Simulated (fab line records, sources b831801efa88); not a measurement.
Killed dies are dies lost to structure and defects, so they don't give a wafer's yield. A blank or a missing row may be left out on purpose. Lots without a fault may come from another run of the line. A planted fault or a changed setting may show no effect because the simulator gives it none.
Problem report in the 8D (eight disciplines) form, filled by code | flow sky130 | the parts of the form that need people (team, actions taken, sign-off) are left out

1. THE PROBLEM
chamber_pressure_mTorr at SKY_METAL3_METAL_ETCH_18 reads a mean of 12.004 mTorr on 6 wafers of 2 lots; wafers without a fault read 10.000 mTorr with a standard deviation of 0.0097. That is +99 or more standard deviations from the usual mean.
The step: etches the open film in Cl2/BCl3, stops on SiO2, target depth 845 nm, time 183.1 s.
First seen on wafer L592.1, day 41 18:08, on rie_metal-04. The record holds 33 wafers of 11 lots with a number at this step. Rule for "out", or "out of limits": more than 4 standard deviations from the usual mean. The other wafers with a number count as sound.

2. WHAT IT IS AND WHAT IT IS NOT
question                    | is                     | is not
which readings at this step | chamber_pressure_mTorr | drypump_motor_current_A, oes_product_au, throttle_valve_pct
which lots                  | L592, L593             | L583, L584, L586, L587, L595, L597, L600, L601, L604
which wafers of those lots  | all that have a number | -
read on which tools         | rie_metal-04           | rie_metal-01, rie_metal-03
when                        | from day 41 18:08      | up to then (12 sound wafers); but 15 sound wafers of L595, L597, L600, L601, L604 came after

3. SUSPECTS, AND WHAT RULES EACH OUT
Counting: a tool at a process step up to the reading stays a suspect if it ran every lot that is out and no sound lot after the first of them.
- cmp-01 at SKY_VIA2_CMP_24 (polishes, stops on SiO2, t overpolish 20 s, target thk 0 nm): ruled out as a lasting fault. Sound lots L597, L600, L604 ran on it after its first lot that is out, L592 (day 39 16:37).
- rie_metal-04 at SKY_METAL3_METAL_ETCH_18 (etches the open film in Cl2/BCl3, stops on SiO2, target depth 845 nm, time 183.1 s): kept. It ran every lot that is out, first L592 (day 41 18:08), and no sound lot after that; its last sound lot up to then is L586 (day 40 11:07). Its own readings are out on those wafers: chamber_pressure_mTorr.
Left after counting: rie_metal-04 at SKY_METAL3_METAL_ETCH_18.

4. THE CAUSE (what the simulator had put in)
Process parameter drift: rie_metal-04, from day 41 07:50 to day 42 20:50, at SKY_METAL3_METAL_ETCH_18. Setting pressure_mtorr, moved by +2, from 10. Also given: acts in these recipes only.
Counting left only this tool.

5. THE CHAIN OF EFFECTS, in route order
Each row: a reading whose mean over the struck wafers that have a number lies more than 3 standard deviations from the usual. Only readings for which the record gives a usual standard deviation are gone through. hours: the time from each lot's start at the first step in this table that gives one to its start at this step, as a median over the lots. sigmas: the change in usual standard deviations.
hours | step                     | reading                | usual        | on struck wafers | change | sigmas
0     | SKY_METAL3_METAL_ETCH_18 | chamber_pressure_mTorr | 10.000 mTorr | 12.004           | +2.004 | +99 or more
The process steps in it:
- SKY_METAL3_METAL_ETCH_18: etches the open film in Cl2/BCl3, stops on SiO2, target depth 845 nm, time 183.1 s.
Later measuring or inspecting steps at which every struck wafer that the step has a row for has a number for every such reading, and none has moved that far: SKY_VIA3_BOW_MEAS_03.

6. WHAT WOULD HAVE CAUGHT IT SOONER
In this record the first reading out of limits was taken at day 41 18:08, 10 hours after the fault began at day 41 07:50.
